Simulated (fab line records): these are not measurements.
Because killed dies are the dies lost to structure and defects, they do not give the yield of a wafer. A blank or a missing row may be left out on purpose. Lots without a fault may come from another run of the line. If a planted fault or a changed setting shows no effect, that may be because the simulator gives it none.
fab line records	flow sky130
record lots=5	wafers=23
route steps=708 shown LDD_LDN@298 SPACER@304 SD_P@326 RES_XHIGH@340 SD_N@345 LI_CONTACT@362 LOCAL_INTERCONNECT@393
start_h: start of the lot's first displayed wafer, in hours after the record's first day	wait_h: how many hours have passed since the lot's step before this one	" the same as in the row above	L1.1+2: several wafers, shown together as one row	- no value, or no start given	* or withheld: withheld	< > ~ a bound
route shown NAME@n: names a module that has steps shown in the file, with the first one's number in the route	usual: mean/standard deviation of fault-free wafers	same: alike in all rows	chamber/n: place in a boat	sites: per-site readings	_std_site: standard deviation of those values	_edge_site: inner sites' mean taken away from outer sites' mean	radius_mm: for every site, how far away it sits from the centre of the wafer	mask NAME#n: copy n	behind: tool/chamber where the wafer was last shaped	hold: cause of the lot's hold/its duration in hours/its outcome	device: names the non-switching transistor (n, p or np)	end of line: at the end of the route, the tests of the same wafers	where a step has no rows: the recipe by itself	killed: not the wafer's yield, but the dies lost to structure and defects at the first sort	map: a wafer's dies, marking killed ones x, the rest . and places with no die _
set.NAME: the setting that was run; set.NAME@STEP: the one run at that earlier step	model.NAME: the simulator's own value behind a step, which no gauge read
lots run with intentionally changed settings; tables by step, rows by wafer
## steps
# step SKY_LDD_LDN_IMPLANT_09
# recipe species=As	energy_kev=15	dose_cm2=1.25e+13	tilt_deg=withheld	rotation_deg=113
lot.wafer	tool	chamber	start_h	wait_h	set.energy_kev	model.implant.drp_nm
L075.1+6	implanter-03	0	554.52	0.1	15.39	6.036
L075.2+3+4	"	0	"	"	15	5.933
L078.1+3	implanter-03	0	587.76	0.1	14.6	5.823
L078.2+4+6	"	0	"	"	15	5.933
L079.2+3+4+5+6	implanter-03	0	591.89	0.1	15	5.933
L080.1+5+6	implanter-01	0	605.11	0.1	15	5.933
L081.1+5	implanter-03	0	605.37	0.1	14.5	5.796
L081.2+4+6	"	0	"	"	15	5.933
# step SKY_LDD_LDN_IMPLANT_10
# recipe species=As	energy_kev=15	dose_cm2=1.278e+13	tilt_deg=withheld	rotation_deg=203
# step SKY_LDD_LDN_IMPLANT_11
# recipe species=As	energy_kev=15	dose_cm2=1.25e+13	tilt_deg=withheld	rotation_deg=293
# step SKY_LDD_LDN_STRIP_12
# recipe chemistry=O2/N2	power_w=1400	pressure_mtorr=1500	platen_temp_c=withheld	o2_flow_sccm=3000	n2_flow_sccm=300	overash_fraction=0.5
# usual strip_time_to_endpoint_s=14.20/0.042
lot.wafer	tool	chamber	start_h	wait_h	set.spin_rpm@LDD_LDN_COAT_02	strip_time_to_endpoint_s
L075.1	plasma_asher-01	0	554.97	0.1	3095	14.08
L075.2	"	1	"	"	3095	14.09
L075.3	"	0	"	"	3000	14.26
L075.4	"	1	"	"	3095	14.06
L075.6	"	0	"	"	3000	14.24
L078.1	plasma_asher-01	1	588.21	0.1	3000	14.19
L078.2	"	0	"	"	3000	14.15
L078.3	"	0	"	"	3115	13.96
L078.4	"	1	"	"	3000	14.17
L078.6	"	1	"	"	3115	13.91
L079.2	plasma_asher-01	0	592.32	0.1	2815	14.62
L079.3	"	1	"	"	2815	14.59
L079.4	"	0	"	"	3000	14.21
L079.5	"	0	"	"	2815	14.62
L079.6	"	1	"	"	3000	14.18
L080.1	plasma_asher-01	1	605.56	0.1	3000	14.24
L080.5	"	1	"	"	3000	14.20
L080.6	"	0	"	"	3000	14.21
L081.1	plasma_asher-03	0	605.82	0.1	3000	14.18
L081.2	"	1	"	"	3000	14.15
L081.4	"	0	"	"	2778	14.61
L081.5	"	0	"	"	3000	14.10
L081.6	"	1	"	"	2778	14.65
# step SKY_SPACER_CVD_00
# recipe material=Si3N4	precursor=DCS/NH3	target_thk_nm=43.1	temp_c=770	time_s=740	pressure_mtorr=250
lot.wafer	tool	chamber	start_h	wait_h	set.pressure_mtorr	model.Si3N4_of_SPACER_CVD_00.thk_nm
L075.1	-	-	-	0.3	223.6	41.47
L075.2	"	-	"	"	223.6	41.05
L075.3	"	-	"	"	223.6	41.55
L075.4	"	-	"	"	223.6	41.13
L075.6	"	-	"	"	223.6	41.57
L078.1	-	-	-	0.0	250	43.1
L078.2	"	-	"	"	250	43.05
L078.3+4	"	-	"	"	250	42.93
L078.6	"	-	"	"	250	43.2
L079.2	-	-	-	1.1	219.7	41.8
L079.3	"	-	"	"	219.7	41.43
L079.4	"	-	"	"	219.7	41.69
L079.5	"	-	"	"	219.7	41.85
L079.6	"	-	"	"	219.7	41.7
L080.1	lpcvd-02	0	606.26	0.5	250	42.81
L080.5	"	0	"	"	250	42.51
L080.6	"	0	"	"	250	42.69
L081.1	-	-	-	0.2	279.5	44.29
L081.2	"	-	"	"	279.5	44.35
L081.4	"	-	"	"	279.5	44.15
L081.5	"	-	"	"	279.5	44.11
L081.6	"	-	"	"	279.5	43.91
# step SKY_SPACER_THK_MEAS_01
# recipe reads=Si3N4_of_SPACER_CVD_00
# usual SPACER_CVD_00_THK=42.9/0.34
lot.wafer	tool	chamber	start_h	wait_h	set.pressure_mtorr@SPACER_CVD_00	SPACER_CVD_00_THK[nm]
L075.1	film_metro-01	-	-	-	223.6	41.5
L075.2	"	-	"	"	223.6	41.1
L075.3	"	-	"	"	223.6	41.5
L075.4	"	-	"	"	223.6	41.1
L075.6	"	-	"	"	223.6	41.5
L078.1	film_metro-04	-	-	-	250	43.1
L078.2	"	-	"	"	250	43.0
L078.3	"	-	"	"	250	42.9
L078.4	"	-	"	"	250	43.0
L078.6	"	-	"	"	250	43.1
L079.2	film_metro-01	-	-	-	219.7	41.8
L079.3	"	-	"	"	219.7	41.4
L079.4	"	-	"	"	219.7	41.6
L079.5	"	-	"	"	219.7	41.9
L079.6	"	-	"	"	219.7	41.7
L080.1	film_metro-04	-	607.47	0.0	250	42.8
L080.5	"	-	"	"	250	42.5
L080.6	"	-	"	"	250	42.7
L081.1	film_metro-02	-	-	-	279.5	44.3
L081.2	"	-	"	"	279.5	44.4
L081.4	"	-	"	"	279.5	44.2
L081.5	"	-	"	"	279.5	44.1
L081.6	"	-	"	"	279.5	43.9
# step SKY_SD_P_DEVELOP_06
# recipe resist=NOVOLAK	developer=TMAH	develop_time_s=60	dev_temp_c=23
lot.wafer	tool	chamber	start_h	wait_h	set.develop_time_s
L075.1+2+3+4+6	litho_track-04	0	615.25	0.1	60
L078.1+2+3+4+6	litho_track-03	0	647.12	0.1	60
L079.2+6	litho_track-01	0	652.11	0.1	65.64
L079.3+4+5	"	0	"	"	60
L080.1+5+6	litho_track-03	0	664.02	0.1	60
L081.1+2+6	litho_track-01	0	664.49	0.1	60
L081.4+5	"	0	"	"	67.09
# step SKY_SD_P_CD_MEAS_07
# recipe target_cd_nm=380
# usual cd_nm=380.1/2
lot.wafer	tool	chamber	start_h	wait_h	set.develop_time_s@SD_P_DEVELOP_06	cd_nm
L075.1	cd_sem-02	-	615.40	0.1	60	379.2
L075.2	"	-	"	"	60	380.9
L075.3	"	-	"	"	60	377.5
L075.4	"	-	"	"	60	381.2
L075.6	"	-	"	"	60	380.0
L078.1	cd_sem-02	-	647.27	0.1	60	381.2
L078.2	"	-	"	"	60	381.7
L078.3	"	-	"	"	60	382.6
L078.4	"	-	"	"	60	383.5
L078.6	"	-	"	"	60	382.2
L079.2	cd_sem-01	-	652.26	0.1	65.64	387.1
L079.3	"	-	"	"	60	374.7
L079.4	"	-	"	"	60	375.7
L079.5	"	-	"	"	60	376.7
L079.6	"	-	"	"	65.64	385.4
L080.1	cd_sem-01	-	664.17	0.1	60	376.9
L080.5	"	-	"	"	60	379.5
L080.6	"	-	"	"	60	380.6
L081.1	cd_sem-02	-	664.64	0.1	60	378.3
L081.2	"	-	"	"	60	379.6
L081.4	"	-	"	"	67.09	389.5
L081.5	"	-	"	"	67.09	390.5
L081.6	"	-	"	"	60	379.9
# step SKY_SD_P_IMPLANT_09
# recipe species=BF2	energy_kev=20	dose_cm2=3e+15	tilt_deg=0
lot.wafer	tool	chamber	start_h	wait_h	set.dose_cm2
L075.1+2+3	implanter-04	0	615.56	0.0	3.085e+15
L075.4+6	"	0	"	"	3e+15
L078.1+4+6	implanter-04	0	647.43	0.0	2.823e+15
L078.2+3	"	0	"	"	3e+15
L079.2+5+6	implanter-04	0	652.42	0.0	3.211e+15
L079.3+4	"	0	"	"	3e+15
L080.1+5+6	implanter-03	0	664.33	0.0	3e+15
L081.1+4+5	implanter-01	0	664.79	0.0	3e+15
L081.2+6	"	0	"	"	3.139e+15
# step SKY_SD_P_STRIP_10
# recipe chemistry=O2/N2	power_w=1400	pressure_mtorr=1500	platen_temp_c=withheld	o2_flow_sccm=3000	n2_flow_sccm=300	overash_fraction=0.5
# usual strip_time_to_endpoint_s=17.47/0.039
lot.wafer	tool	chamber	start_h	wait_h	set.dose_cm2@SD_P_IMPLANT_09	strip_time_to_endpoint_s
L075.1	plasma_asher-02	0	615.71	0.1	3.085e+15	17.50
L075.2	"	1	"	"	3.085e+15	17.48
L075.3	"	0	"	"	3.085e+15	17.51
L075.4	"	1	"	"	3e+15	17.48
L075.6	"	0	"	"	3e+15	17.45
L078.1	plasma_asher-03	0	647.58	0.1	2.823e+15	17.36
L078.2	"	1	"	"	3e+15	17.51
L078.3	"	1	"	"	3e+15	17.49
L078.4	"	0	"	"	2.823e+15	17.37
L078.6	"	1	"	"	2.823e+15	17.37
L079.2	plasma_asher-03	0	652.54	0.1	3.211e+15	17.58
L079.3	"	1	"	"	3e+15	17.46
L079.4	"	0	"	"	3e+15	17.42
L079.5	"	1	"	"	3.211e+15	17.56
L079.6	"	0	"	"	3.211e+15	17.56
L080.1	plasma_asher-03	0	664.48	0.1	3e+15	17.43
L080.5	"	0	"	"	3e+15	17.41
L080.6	"	1	"	"	3e+15	17.43
L081.1	plasma_asher-04	1	664.94	0.1	3e+15	17.44
L081.2	"	0	"	"	3.139e+15	17.55
L081.4	"	1	"	"	3e+15	17.51
L081.5	"	0	"	"	3e+15	17.44
L081.6	"	1	"	"	3.139e+15	17.58
# step SKY_RES_XHIGH_STRIP_08
# recipe chemistry=O2/N2	power_w=1400	pressure_mtorr=1500	platen_temp_c=withheld	o2_flow_sccm=3000	n2_flow_sccm=300	overash_fraction=0.5
# usual oes_product_au=0.711/0.0046	strip_time_to_endpoint_s=14.27/0.04
lot.wafer	tool	chamber	start_h	wait_h	set.power_w	oes_product_au	strip_time_to_endpoint_s
L075.1	plasma_asher-04	0	643.79	0.1	1400	0.713	14.26
L075.2	"	1	"	"	1400	0.713	14.25
L075.3	"	0	"	"	1256	0.669	15.54
L075.4	"	1	"	"	1256	0.674	15.55
L075.6	"	1	"	"	1256	0.668	15.58
L078.1	plasma_asher-01	0	675.95	0.1	1330	0.693	14.85
L078.2	"	1	"	"	1330	0.695	14.89
L078.3	"	1	"	"	1330	0.687	14.84
L078.4	"	0	"	"	1400	0.707	14.24
L078.6	"	0	"	"	1400	0.709	14.26
L079.2	plasma_asher-02	1	680.58	0.1	1450	0.726	13.79
L079.3	"	1	"	"	1450	0.722	13.80
L079.4	"	0	"	"	1450	0.723	13.85
L079.5	"	0	"	"	1400	0.715	14.21
L079.6	"	1	"	"	1400	0.714	14.20
L080.1	plasma_asher-04	1	691.58	0.1	1400	0.715	14.30
L080.5	"	1	"	"	1400	0.713	14.31
L080.6	"	0	"	"	1400	0.709	14.28
L081.1	plasma_asher-02	1	692.20	0.1	1302	0.672	15.11
L081.2	"	0	"	"	1400	0.708	14.23
L081.4	"	0	"	"	1302	0.687	15.13
L081.5	"	1	"	"	1400	0.716	14.24
L081.6	"	0	"	"	1400	0.713	14.31
# step SKY_SD_N_SOFTBAKE_03
# recipe temp_c=90	time_s=60	resist=NOVOLAK
lot.wafer	tool	chamber	start_h	wait_h	set.temp_c	model.NOVOLAK_of_SD_N_COAT_02.thk_nm
L075.1	litho_track-03	0	658.07	0.1	93.05	1133
L075.2+6	"	0	"	"	90	1141
L075.3	"	0	"	"	93.05	1135
L075.4	"	0	"	"	93.05	1129
L078.1	litho_track-01	0	689.69	0.1	90	1136
L078.2+3+4+6	"	0	"	"	90	1138
L079.2	litho_track-01	0	694.26	0.1	90	1138
L079.3+6	"	0	"	"	90	1136
L079.4	"	0	"	"	90	1141
L079.5	"	0	"	"	90	1135
L080.1+5+6	litho_track-02	0	705.13	0.1	90	1140
L081.1	litho_track-03	0	705.67	0.1	90	1139
L081.2	"	0	"	"	93.29	1132
L081.4	"	0	"	"	90	1141
L081.5	"	0	"	"	93.29	1130
L081.6	"	0	"	"	90	1142
# step SKY_SD_N_IMPLANT_09
# recipe species=As	energy_kev=50	dose_cm2=4e+15	tilt_deg=0
lot.wafer	tool	chamber	start_h	wait_h	set.energy_kev	model.implant.rp_nm	model.implant.drp_nm
L075.1+6	implanter-01	0	671.44	0.0	48.87	31.16	13.87
L075.2+3+4	"	0	"	"	50	31.75	14.11
L078.1+2+6	implanter-01	0	702.79	0.0	50	32.75	14.11
L078.3+4	"	0	"	"	47.7	31.52	13.62
L079.2+3+5	implanter-01	0	708.03	0.0	48.45	31.85	13.78
L079.4+6	"	0	"	"	50	32.68	14.11
L080.1+5+6	implanter-01	0	719.04	0.0	50	31.71	14.11
L081.1+2+4	implanter-02	0	719.89	0.0	50	32	14.11
L081.5+6	"	0	"	"	49.25	31.61	13.95
# step SKY_SD_N_IMPLANT_10
# recipe species=P	energy_kev=20	dose_cm2=1e+14	tilt_deg=0
# step SKY_SD_N_STRIP_11
# recipe chemistry=O2/N2	power_w=1400	pressure_mtorr=1500	platen_temp_c=withheld	o2_flow_sccm=3000	n2_flow_sccm=300	overash_fraction=0.5
# usual strip_time_to_endpoint_s=22.54/0.039
lot.wafer	tool	chamber	start_h	wait_h	set.energy_kev@SD_N_IMPLANT_09	strip_time_to_endpoint_s
L075.1	plasma_asher-02	1	671.74	0.1	48.87	22.33
L075.2	"	0	"	"	50	22.54
L075.3	"	0	"	"	50	22.49
L075.4	"	1	"	"	50	22.44
L075.6	"	1	"	"	48.87	22.42
L078.1	plasma_asher-01	1	703.09	0.1	50	22.49
L078.2	"	0	"	"	50	22.52
L078.3	"	1	"	"	47.7	22.18
L078.4	"	0	"	"	47.7	22.16
L078.6	"	1	"	"	50	22.56
L079.2	plasma_asher-01	0	708.30	0.1	48.45	22.29
L079.3	"	0	"	"	48.45	22.27
L079.4	"	1	"	"	50	22.55
L079.5	"	0	"	"	48.45	22.25
L079.6	"	1	"	"	50	22.49
L080.1	plasma_asher-01	1	719.34	0.1	50	22.58
L080.5	"	1	"	"	50	22.55
L080.6	"	0	"	"	50	22.56
L081.1	plasma_asher-03	1	720.19	0.1	50	22.56
L081.2	"	0	"	"	50	22.46
L081.4	"	1	"	"	50	22.57
L081.5	"	1	"	"	49.25	22.33
L081.6	"	0	"	"	49.25	22.46
# step SKY_SD_N_CLEAN_13
# recipe chemistry=SC1/SC2	mix=1:4:20	temp_c=70	time_s=150	dry=n2_spin
# step SKY_SD_N_RTA_14
# recipe temp_c=1075	time_s=2	idle_temp_c=650	ramp_up_c_per_s=150	ramp_down_c_per_s=90	ambient=N2
# step SKY_SD_N_RS_MEAS_16
# recipe thk_meas_gauge=four-point-probe
# usual SD_N_RS=68.53/0.11
lot.wafer	tool	chamber	start_h	wait_h	set.energy_kev@SD_N_IMPLANT_09	SD_N_RS[ohm/sq]
L075.1	film_metro-03	-	672.12	0.1	48.87	69.35
L075.2	"	-	"	"	50	68.78
L075.3	"	-	"	"	50	68.51
L075.4	"	-	"	"	50	68.61
L075.6	"	-	"	"	48.87	69.34
L078.1	film_metro-02	-	703.48	0.1	50	68.63
L078.2	"	-	"	"	50	68.59
L078.3	"	-	"	"	47.7	70.08
L078.4	"	-	"	"	47.7	70.15
L078.6	"	-	"	"	50	68.50
L079.2	film_metro-04	-	708.70	0.1	48.45	69.60
L079.3	"	-	"	"	48.45	69.79
L079.4	"	-	"	"	50	68.59
L079.5	"	-	"	"	48.45	69.81
L079.6	"	-	"	"	50	68.42
L080.1	film_metro-03	-	719.73	0.1	50	68.56
L080.5	"	-	"	"	50	68.37
L080.6	"	-	"	"	50	68.44
L081.1	film_metro-02	-	720.63	0.1	50	68.43
L081.2	"	-	"	"	50	68.49
L081.4	"	-	"	"	50	68.39
L081.5	"	-	"	"	49.25	68.86
L081.6	"	-	"	"	49.25	69.01
# step SKY_LI_CONTACT_HDPCVD_00
# recipe material=PSG	target_thk_nm=930	sigma_open_frac=0.3	time_s=155	temp_c=600	sih4_flow_sccm=60	pressure_mtorr=6
lot.wafer	tool	chamber	start_h	wait_h	set.time_s	model.PSG_of_LI_CONTACT_HDPCVD_00.thk_nm
L075.1	hdpcvd-02	2	672.50	0.0	155	926.9
L075.2	"	0	"	"	155	931.8
L075.3	"	1	"	"	155	939.6
L075.4	"	1	"	"	155	937.4
L075.6	"	0	"	"	155	926.7
L078.1	hdpcvd-01	0	703.86	0.0	155	934.1
L078.2	"	1	"	"	155	945.4
L078.3	"	2	"	"	155	934.5
L078.4	"	2	"	"	155	931.4
L078.6	"	1	"	"	155	954.7
L079.2	hdpcvd-01	2	709.06	0.0	144.3	880.4
L079.3	"	1	"	"	144.3	874.6
L079.4	"	1	"	"	155	934
L079.5	"	0	"	"	155	932.1
L079.6	"	2	"	"	144.3	871
L080.1	hdpcvd-02	0	720.10	0.0	155	930.2
L080.5	"	0	"	"	155	935.3
L080.6	"	1	"	"	155	946.1
L081.1	hdpcvd-01	2	721.01	0.0	155	928.9
L081.2	"	1	"	"	155	933.7
L081.4	"	0	"	"	164.1	979.5
L081.5	"	1	"	"	155	934
L081.6	"	2	"	"	164.1	999.8
# step SKY_LI_CONTACT_THK_MEAS_01
# recipe reads=PSG_of_LI_CONTACT_HDPCVD_00
# usual LI_CONTACT_HDPCVD_THK=937/7.6
lot.wafer	tool	chamber	start_h	wait_h	set.time_s@LI_CONTACT_HDPCVD_00	LI_CONTACT_HDPCVD_THK[nm]
L075.1	film_metro-04	-	672.60	0.1	155	927
L075.2	"	-	"	"	155	932
L075.3	"	-	"	"	155	940
L075.4	"	-	"	"	155	937
L075.6	"	-	"	"	155	926
L078.1	film_metro-03	-	703.96	0.1	155	934
L078.2	"	-	"	"	155	945
L078.3	"	-	"	"	155	935
L078.4	"	-	"	"	155	932
L078.6	"	-	"	"	155	954
L079.2	film_metro-03	-	709.17	0.1	144.3	881
L079.3	"	-	"	"	144.3	874
L079.4	"	-	"	"	155	934
L079.5	"	-	"	"	155	932
L079.6	"	-	"	"	144.3	870
L080.1	film_metro-04	-	720.21	0.1	155	930
L080.5	"	-	"	"	155	936
L080.6	"	-	"	"	155	946
L081.1	film_metro-02	-	721.11	0.1	155	929
L081.2	"	-	"	"	155	934
L081.4	"	-	"	"	164.1	978
L081.5	"	-	"	"	155	935
L081.6	"	-	"	"	164.1	1000
# step SKY_LI_CONTACT_SPUTTER_20
# recipe material=TiN	target_thk_nm=20	chamber_pressure_pa=5	power_w=4000	time_s=80
lot.wafer	tool	chamber	start_h	wait_h	set.time_s	model.TiN_of_LI_CONTACT_SPUTTER_20.thk_nm
L075.1	pvd_sputter-02	-	700.82	0.0	73.4	18.26
L075.2	"	-	"	"	80	20.05
L075.3	"	-	"	"	80	20.28
L075.4	"	-	"	"	73.4	18.07
L075.6	"	-	"	"	80	20.16
L078.1	pvd_sputter-04	-	732.53	0.0	80	20.36
L078.2	"	-	"	"	80	19.98
L078.3	"	-	"	"	75.2	19.35
L078.4	"	-	"	"	75.2	19.08
L078.6	"	-	"	"	75.2	19.22
L079.2	pvd_sputter-04	-	737.47	0.0	87.44	22.1
L079.3	"	-	"	"	80	19.86
L079.4	"	-	"	"	80	20
L079.5	"	-	"	"	80	19.92
L079.6	"	-	"	"	87.44	21.92
L080.1	pvd_sputter-02	-	748.25	0.0	80	19.88
L080.5	"	-	"	"	80	19.92
L080.6	"	-	"	"	80	20.09
L081.1	pvd_sputter-03	-	748.94	0.0	80	19.81
L081.2	"	-	"	"	88.59	22.36
L081.4	"	-	"	"	88.59	22.39
L081.5	"	-	"	"	88.59	22.04
L081.6	"	-	"	"	80	20.04
# step SKY_LOCAL_INTERCONNECT_COAT_06
# recipe resist=KrF-thick	spin_rpm=3000	resist_thk_nm=450
lot.wafer	tool	chamber	start_h	wait_h	set.spin_rpm	model.KrF-thick_of_LOCAL_INTERCONNECT_COAT_06.thk_nm
L075.1	litho_track-04	0	-	-	3000	451.1
L075.2	"	0	"	"	3121	442.9
L075.3	"	0	"	"	3000	451.4
L075.4	"	0	"	"	3121	443.8
L075.6	"	0	"	"	3121	444.1
L078.1	litho_track-04	0	-	-	3099	441.9
L078.2	"	0	"	"	3000	450.2
L078.3	"	0	"	"	3099	441.7
L078.4	"	0	"	"	3099	442.6
L078.6	"	0	"	"	3000	448.7
L079.2	litho_track-04	0	-	-	3000	450.4
L079.3	"	0	"	"	3000	450.2
L079.4	"	0	"	"	3000	450.3
L079.5+6	"	0	"	"	3000	450.8
L080.1	litho_track-03	0	-	-	3000	452.1
L080.5	"	0	"	"	3000	450.1
L080.6	"	0	"	"	3000	449.6
L081.1	litho_track-01	0	-	-	3000	451
L081.2	"	0	"	"	3000	452.1
L081.4	"	0	"	"	3000	451.5
L081.5	"	0	"	"	3000	450.8
L081.6	"	0	"	"	3000	451.9
# step SKY_LOCAL_INTERCONNECT_SOFTBAKE_07
# recipe temp_c=100	time_s=90	resist=KrF-thick
# step SKY_LOCAL_INTERCONNECT_EXPOSE_08
# recipe mask_id=LI1M	na=0.8	source_shape=annular	sigma_inner=0.55	sigma_outer=0.85	target_cd_nm=170	dose_mj=28
# step SKY_LOCAL_INTERCONNECT_ETCH_13
# recipe chemistry=N2/H2	target=BARC	ion_energy_ev=200	bias_w=100	pressure_mtorr=30	n2_flow_sccm=100	h2_flow_sccm=200	icp_w=500	stop_on=SiO2	time_s=45.9	target_depth_a=600
lot.wafer	tool	chamber	start_h	wait_h	set.spin_rpm@LOCAL_INTERCONNECT_COAT_06	model.KrF-thick_of_LOCAL_INTERCONNECT_COAT_06.thk_nm
L075.1	rie_metal-02	1	729.16	0.0	3000	393.1
L075.2	"	0	"	"	3121	386.6
L075.3	"	1	"	"	3000	393.8
L075.4	"	0	"	"	3121	387.4
L075.6	"	1	"	"	3121	386.7
L078.1	rie_metal-03	0	760.46	0.0	3099	384.8
L078.2	"	1	"	"	3000	391.6
L078.3	"	1	"	"	3099	383.2
L078.4	"	0	"	"	3099	385.3
L078.6	"	0	"	"	3000	391.3
L079.2	rie_metal-02	1	766.18	0.0	3000	392.7
L079.3	"	1	"	"	3000	392.8
L079.4	"	0	"	"	3000	394.1
L079.5	"	1	"	"	3000	393
L079.6	"	0	"	"	3000	394.6
L080.1	rie_metal-03	1	777.13	0.0	3000	394.4
L080.5	"	1	"	"	3000	392.3
L080.6	"	0	"	"	3000	393.5
L081.1	rie_metal-01	0	777.29	0.0	3000	393
L081.2	"	1	"	"	3000	393.7
L081.4	"	0	"	"	3000	393.6
L081.5	"	1	"	"	3000	392.5
L081.6	"	0	"	"	3000	393.5
## key
split step=SKY_LDD_LDN_IMPLANT_09	setting=energy_kev	stated=15	by=wafer
response step=SKY_LDD_LDN_IMPLANT_09	reading=model.implant.drp_nm	change=+0.0407	per=1%	r=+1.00
split step=SKY_SPACER_CVD_00	setting=pressure_mtorr	stated=250	by=lot
response step=SKY_SPACER_CVD_00	reading=model.Si3N4_of_SPACER_CVD_00.thk_nm	change=+0.114	per=1%	r=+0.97
response step=SKY_SPACER_THK_MEAS_01	reading=SPACER_CVD_00_THK	change=+0.114	per=1%	r=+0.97
split step=SKY_SD_P_DEVELOP_06	setting=develop_time_s	stated=60	by=wafer
response step=SKY_SD_P_CD_MEAS_07	reading=cd_nm	change=+0.989	per=1%	r=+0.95
split step=SKY_SD_P_IMPLANT_09	setting=dose_cm2	stated=3e+15	by=wafer
response step=SKY_SD_P_STRIP_10	reading=strip_time_to_endpoint_s	change=*	per=1%	r=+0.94
split step=SKY_RES_XHIGH_STRIP_08	setting=power_w	stated=1400	by=wafer
response step=SKY_RES_XHIGH_STRIP_08	reading=oes_product_au	change=+0.00408	per=1%	r=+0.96
response step=SKY_RES_XHIGH_STRIP_08	reading=strip_time_to_endpoint_s	change=*	per=1%	r=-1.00
split step=SKY_SD_N_SOFTBAKE_03	setting=temp_c	stated=90	by=wafer
response step=SKY_SD_N_SOFTBAKE_03	reading=model.NOVOLAK_of_SD_N_COAT_02.thk_nm	change=-2.67	per=1%	r=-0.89
split step=SKY_SD_N_IMPLANT_09	setting=energy_kev	stated=50	by=wafer
response step=SKY_SD_N_IMPLANT_09	reading=model.implant.rp_nm	change=+0.266	per=1%	r=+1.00
response step=SKY_SD_N_IMPLANT_09	reading=model.implant.drp_nm	change=+0.106	per=1%	r=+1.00
response step=SKY_SD_N_STRIP_11	reading=strip_time_to_endpoint_s	change=*	per=1%	r=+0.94
response step=SKY_SD_N_RS_MEAS_16	reading=SD_N_RS	change=-0.348	per=1%	r=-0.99
split step=SKY_LI_CONTACT_HDPCVD_00	setting=time_s	stated=155	by=wafer
response step=SKY_LI_CONTACT_HDPCVD_00	reading=model.PSG_of_LI_CONTACT_HDPCVD_00.thk_nm	change=+8.95	per=1%	r=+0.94
response step=SKY_LI_CONTACT_THK_MEAS_01	reading=LI_CONTACT_HDPCVD_THK	change=+8.93	per=1%	r=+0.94
split step=SKY_LI_CONTACT_SPUTTER_20	setting=time_s	stated=80	by=wafer
response step=SKY_LI_CONTACT_SPUTTER_20	reading=model.TiN_of_LI_CONTACT_SPUTTER_20.thk_nm	change=+0.218	per=1%	r=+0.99
split step=SKY_LOCAL_INTERCONNECT_COAT_06	setting=spin_rpm	stated=3000	by=wafer
response step=SKY_LOCAL_INTERCONNECT_COAT_06	reading=model.KrF-thick_of_LOCAL_INTERCONNECT_COAT_06.thk_nm	change=-2.03	per=1%	r=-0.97
response step=SKY_LOCAL_INTERCONNECT_ETCH_13	reading=model.KrF-thick_of_LOCAL_INTERCONNECT_COAT_06.thk_nm	change=-1.82	per=1%	r=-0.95
split outside_this_file step=SKY_LDD_LDN_COAT_02 setting=spin_rpm
# split outside_this_file: this setting was split too, and the file shows its column; the key of that split is in another file
